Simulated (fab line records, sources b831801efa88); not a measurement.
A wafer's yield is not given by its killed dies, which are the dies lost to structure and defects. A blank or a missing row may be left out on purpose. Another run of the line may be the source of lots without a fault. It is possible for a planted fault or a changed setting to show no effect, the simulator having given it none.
A struck lot beside a sound one + flow sky130 + 18 out of 708 route steps
Sound: the wafers L943.2, L943.3, L943.4. Wafers struck: L954.3, L954.5, L954.6. The cause comes at the end.
At each step with rows: each side's tool, then ch and its chambers, then its first start. Under that, the readings that differ: sound wafers + struck wafers + difference of the means + sigmas: that difference in standard deviations of wafers without a fault.
alike: readings whose means differ by less than 2 such deviations, and words and numbers that are the same on both sides. not compared: withheld readings, readings that some wafer has no value for, bounds like >300 that may hide the same value, and numbers for which the record gives no deviation and whose values overlap.
Wherever a step has rows on one side only, a row that says differs or no value, or a row with sigmas, the two part there. Numbers that have no deviation but don't overlap get no sigmas and don't part them. A reading that every wafer of one side lacks parts them only if that side has two wafers or more.

SKY_CONTACT_CMP_04: polishes SiO2.
  sound on cmp-02 ch 0,1,2, day 33 13:39; struck on cmp-02 ch 2,3, day 36 08:51
  alike: motorCurrentA, retainingRingPressureFrac, timeToEndpointS
SKY_CONTACT_BOW_MEAS_05:
  struck on filmMetro-02, day 36 09:08; sound on filmMetro-03, day 33 13:58
  alike: CONTACT_BOW
then, 8 steps without rows for these wafers: SKY_CONTACT_DEHYDRATE_06 (time 60 s); SKY_CONTACT_HMDS_07 (prime time 60 s); SKY_CONTACT_COAT_08 (resist thk 60 nm); SKY_CONTACT_COAT_09 (resist thk 450 nm); SKY_CONTACT_SOFTBAKE_10 (time 90 s); SKY_CONTACT_EXPOSE_11 (exposes mask CTM1, target cd 170 nm); SKY_CONTACT_PEB_12; SKY_CONTACT_DEVELOP_13 (develop time 60 s).
SKY_CONTACT_CD_MEAS_14: the cd target is 170 nm.
  struck on cdSem-01, day 37 09:55; sound on cdSem-01, day 34 16:50
  alike: cdNm
SKY_CONTACT_OVL_MEAS_15:
  struck on overlay-02, day 37 10:01; sound on overlay-02, day 34 16:57
  alike: CONTACT_OVL
SKY_CONTACT_ETCH_16: etches BARC in N2/H2, stops on SiO2, time 45.9 s, target depth 60 nm.
  sound on rieDiel-04 ch 0,1,2, day 34 16:59; struck on rieDiel-04 ch 2,3, day 37 10:02
| reading                                       | sound             | struck            | difference | sigmas |
|-----------------------------------------------|-------------------|-------------------|------------|--------|
| oesProductAu (a.u.)                           | 0.844 0.852 0.856 | 0.697 0.701 0.698 | -0.152     | -32    |
| model.KrF-thick_of_CONTACT_COAT_09.thkNm (nm) | 394.8 392.4 391.8 | 413.7 413.5 414.4 | +20.9      |        |
| model.etch.depthNm (nm)                       | 59.9 59.9 60.06   | 40.4 40.22 40.12  | -19.7      |        |
| model.CONTACT.cdNm (nm)                       | 171.7 171.5 173   | 167.3 167.7 168.4 | -4.3       |        |
  alike: drypumpMotorCurrentA, throttleValvePct
  not compared: rfHoursCounterH
SKY_CONTACT_ETCH_17: etches SiO2 in C4F8/O2/Ar, stops on Si3N4, target depth 340 nm.
  sound on rieDiel-04 ch 0,1,2, day 34 17:01; struck on rieDiel-04 ch 2,3, day 37 10:04
  alike: oesProductAu
SKY_CONTACT_ETCH_18: etches Si3N4 in CHF3/O2, stops on TiN, time 39 s, target depth 75 nm.
  sound on rieDiel-04 ch 0,1,2; struck on rieDiel-04 ch 2,3
| reading                                       | sound             | struck            | difference | sigmas |
|-----------------------------------------------|-------------------|-------------------|------------|--------|
| model.KrF-thick_of_CONTACT_COAT_09.thkNm (nm) | 247 242.2 240.1   | 265 264.7 265.6   | +22        |        |
| model.CONTACT.cdNm (nm)                       | 171.5 171.7 173.2 | 167.8 167.7 168.8 | -4.0       |        |
  alike: drypumpMotorCurrentA, oesProductAu, throttleValvePct
  not compared: rfHoursCounterH
SKY_CONTACT_STRIP_19: strips in O2/N2.
  sound on plasmaAsher-01 ch 0,1, day 34 17:07; struck on plasmaAsher-02 ch 0,1, day 37 10:11
| reading                  | sound             | struck            | difference | sigmas |
|--------------------------|-------------------|-------------------|------------|--------|
| oesProductAu (a.u.)      | 0.378 0.376 0.377 | 0.388 0.385 0.390 | +0.011     | +2     |
| stripTimeToEndpointS (s) | 3.663 3.604 3.587 | 3.854 3.836 3.848 | +0.228     | +8     |
  alike: drypumpMotorCurrentA, o2FlowSccm
  not compared: rfHoursCounterH
then, 1 step without rows for these wafers: SKY_CONTACT_STRIP_20 (strips in post etch residue remover, time 1200 s).
-- the record jumps here: 13 days lie between the struck wafers' starts before and after (it left off in module CONTACT and takes up again in module PAD_OPEN, whose first step shown is number 708 of the route) --
SKY_PAD_OPEN_PROBE_99:
  struck on prober-01, day 49 23:38; sound on prober-02, day 48 04:15
| reading                              | sound    | struck   | difference | sigmas |
|--------------------------------------|----------|----------|------------|--------|
| killed_at_M0_to_M3                   | 36 36 33 | 49 48 53 | +15        | +2     |
| model.etest.capPolyToWell.open       | 0 0 0    | 1 1 1    | +1         |        |
| model.etest.capThinOxide.open        | 0 0 0    | 1 1 1    | +1         |        |
| model.etest.resPwdeUnderGate.open    | 0 0 0    | 1 1 1    | +1         |        |
| model.etest.pfet_01v8_mvt.underFloor | 0 0 0    | 1 1 1    | +1         |        |
| model.etest.sonosUncharged.open      | 0 0 0    | 1 1 1    | +1         |        |
| model.etest.mconChain.open           | 0 0 0    | 1 1 1    | +1         |        |
| model.etest.nfetG5v0d10v5.underFloor | 0 0 0    | 1 1 1    | +1         |        |
| model.etest.liconPdiff.open          | 0 0 0    | 1 1 1    | +1         |        |
  alike: killed_at_M4_up, killedAtContacts, killedAtFrontEnd, killedAtOther, killedDies, killedOpen, killedShort

WHERE THEY PART
Earliest at SKY_CONTACT_ETCH_16; latest, in this record, at SKY_PAD_OPEN_PROBE_99.

WHY: what the simulator had put in
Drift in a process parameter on rieDiel-04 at SKY_CONTACT_ETCH_16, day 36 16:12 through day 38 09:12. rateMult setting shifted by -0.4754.
